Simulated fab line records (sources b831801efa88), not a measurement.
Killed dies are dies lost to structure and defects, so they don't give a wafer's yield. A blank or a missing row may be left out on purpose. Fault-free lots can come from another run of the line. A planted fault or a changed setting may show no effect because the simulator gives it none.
A lot that was struck, set against a sound lot / flow sky130 / 20 out of 708 route steps
Sound: the wafers L755.1, L755.4, L755.6. Wafers struck: L757.2, L757.4, L757.6. The cause comes at the end.
Order at every step that has rows: each side's tool, ch and its chambers, its first start. Under that, the readings that differ: sound wafers / struck wafers / difference of the means / sigmas: that difference in standard deviations of wafers without a fault.
alike: readings whose means differ by less than 2 such deviations, and words and numbers that are the same on both sides. not compared: withheld readings, readings that some wafer has no value for, bounds like >300 that may hide the same value, and numbers for which the record gives no deviation and whose values overlap.
Wherever a step has rows on one side only, a row that says differs or no value, or a row with sigmas, the two part there. Numbers that don't overlap but have no deviation are shown without sigmas and don't part them. A reading missing from all wafers of one side parts the sides only when that side holds two or more wafers.

first, 6 steps without rows for these wafers: SKY_VT_ADJUST_PCH_HMDS_01 (prime time 60 s); SKY_VT_ADJUST_PCH_COAT_02 (resist thk 3000 nm); SKY_VT_ADJUST_PCH_SOFTBAKE_03; SKY_VT_ADJUST_PCH_EXPOSE_04 (exposes mask NWM, target cd 840 nm); SKY_VT_ADJUST_PCH_PEB_05; SKY_VT_ADJUST_PCH_DEVELOP_06 (develop time 60 s).
SKY_VT_ADJUST_PCH_OVL_MEAS_07:
  sound: overlay-01 at day 13 01:07; struck: overlay-02 at day 13 23:29
  alike: VT_ADJUST_PCH_OVL
after that, 1 step had no rows for these wafers: SKY_VT_ADJUST_PCH_IMPLANT_08.
SKY_VT_ADJUST_PCH_STRIP_09: strips in O2/N2.
  sound on plasma-asher-03 ch 0,1, day 13 01:19; struck on plasma-asher-02 ch 0,1, day 13 23:40
  alike: drypump-motor-current-A, oes-product-au, strip-time-to-endpoint-s
  not compared: rf-hours-counter-h
SKY_VT_ADJUST_PCH_TW_MEAS_10:
  sound: film-metro-02 at day 13 01:25; struck: film-metro-01 at day 13 23:46
  alike: VT_ADJUST_PCH_TW
then, 2 steps without rows for these wafers: SKY_SONOS_TUNNEL_DEHYDRATE_00 (time 60 s); SKY_SONOS_TUNNEL_HMDS_01 (prime time 60 s).
SKY_SONOS_TUNNEL_COAT_02: resist thk 1140 nm.
  sound on litho-track-03 ch 0, day 13 14:01; struck on litho-track-01, day 14 12:17
  no value came back on the struck wafers for chill-plate-temp-C (C), dispense-pressure-kPa (kPa); on the sound wafers chill-plate-temp-C (C) reads 22.95 22.92 23.13
then, 4 steps without rows for these wafers: SKY_SONOS_TUNNEL_SOFTBAKE_03 (time 60 s); SKY_SONOS_TUNNEL_EXPOSE_04 (exposes mask TUNM, target cd 410 nm); SKY_SONOS_TUNNEL_PEB_05; SKY_SONOS_TUNNEL_DEVELOP_06 (develop time 60 s).
SKY_SONOS_TUNNEL_CD_MEAS_07: the cd target is 410 nm.
  sound: cd-sem-01 at day 14 02:46; struck: cd-sem-02 at day 15 01:56
reading=cd-nm (nm); sound=409.2 409.8 409.5; struck=- - -; difference=no value on the struck wafers; sigmas=
SKY_SONOS_TUNNEL_OVL_MEAS_08:
  sound: overlay-01 at day 14 02:53; struck: overlay-01 at day 15 02:02
reading=SONOS_TUNNEL_OVL (nm); sound=-0.3 3.1 1.0; struck=- - -; difference=no value on the struck wafers; sigmas=
-- the record jumps here: 34 days lie between the struck wafers' starts before and after (it left off in module SONOS_TUNNEL and takes up again in module PAD_OPEN, whose first step shown is number 708 of the route) --
SKY_PAD_OPEN_PROBE_99:
  sound: prober-01 at day 48 01:10; struck: prober-01 at day 48 14:47
reading=killed-at-front-end; sound=9 20 10; struck=431 436 430; difference=+419; sigmas=+99 or more
reading=killed-dies; sound=81 86 80; struck=492 492 492; difference=+410; sigmas=+45
reading=killed-on-rim; sound=14 16 13; struck=96 96 96; difference=+82; sigmas=+23
  alike: killed_at_M0_to_M3, killed_at_M4_up, killed-at-contacts, killed-at-other, killed-open, killed-short

== WHERE THEY PART ==
Earliest at SKY_SONOS_TUNNEL_COAT_02; latest, in this record, at SKY_PAD_OPEN_PROBE_99.

WHY: what the simulator had put in
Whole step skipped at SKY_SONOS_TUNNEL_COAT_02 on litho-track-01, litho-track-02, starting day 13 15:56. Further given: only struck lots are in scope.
